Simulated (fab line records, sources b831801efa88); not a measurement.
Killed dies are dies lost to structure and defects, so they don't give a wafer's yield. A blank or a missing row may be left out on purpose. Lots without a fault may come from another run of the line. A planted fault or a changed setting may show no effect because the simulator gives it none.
Which tool did it? | flow gf180mcu | 6 lots, 17 wafers sampled, at 3 steps of a route of 602

WHAT THE GAUGES READ, wafer by wafer
GF_V4_THK_MEAS_03.
lot  | measured     | on            | V4_CVD_02_THK (nm)
L109 | day 24 01:32 | film_metro-02 | 836 841 850
L112 | day 25 02:04 | film_metro-01 | 835 859 873
L114 | day 25 20:19 | film_metro-01 | 854 861 860
L116 | day 26 05:01 | film_metro-04 | 841 861 846
L119 | day 27 05:36 | film_metro-01 | 855 835 849
L123 | day 28 09:30 | film_metro-02 | 1459 844

WHICH TOOL RAN EACH LOT (tool, then ch and the chambers of the sampled wafers, then the start)
lot  | GF_M4_SPUTTER_03             | GF_V4_CVD_02
L109 | pvd_sputter-04, day 23 02:17 | pecvd-02 ch 1,2, day 24 01:27
L112 | pvd_sputter-02, day 24 02:31 | pecvd-02 ch 1,2, day 25 02:00
L114 | pvd_sputter-04, day 24 21:43 | pecvd-03 ch 1, day 25 20:12
L116 | pvd_sputter-03, day 25 07:01 | pecvd-04 ch 0,2, day 26 04:56
L119 | pvd_sputter-03, day 26 08:10 | pecvd-04 ch 1,2, day 27 05:32
L123 | pvd_sputter-02, day 27 12:41 | pecvd-03 ch 1,2, day 28 09:26
- GF_M4_SPUTTER_03: material Ti, target thk 10 nm, time 6.7 s.
- GF_V4_CVD_02: deposits SiO2 from TEOS, target thk 850 nm, time 94.851 s.

THE ANSWER, worked out from the rows above alone
Rule: what is usual is taken from the lots themselves. Put in order of their means at a reading, lots are off if they are a third of the lots or fewer, leave a main group of 4 or more, and stand apart from it by a gap of 3 or more times the standard deviation of the main group's means; of several such gaps the widest counts. A main group whose means are all the same, to the digits that the tables above print for the reading, isn't used. A lot without any number at a reading at which 4 lots or more have one is off too. The other lots that the step has rows for count as sound.
Off: L123, at GF_V4_THK_MEAS_03 (V4_CVD_02_THK). The main group: mean 850 nm, standard deviation 5.9.
A tool fits if, at a process step before that reading, it ran every lot that is off, and no sound lot after the first of them. The gauges at GF_V4_THK_MEAS_03 are tried like those tools. Can't be told from this: 3 tools fit, pvd_sputter-02 at GF_M4_SPUTTER_03, pecvd-03 at GF_V4_CVD_02, film_metro-02 at GF_V4_THK_MEAS_03.

WHAT THE SIMULATOR HAD PUT IN
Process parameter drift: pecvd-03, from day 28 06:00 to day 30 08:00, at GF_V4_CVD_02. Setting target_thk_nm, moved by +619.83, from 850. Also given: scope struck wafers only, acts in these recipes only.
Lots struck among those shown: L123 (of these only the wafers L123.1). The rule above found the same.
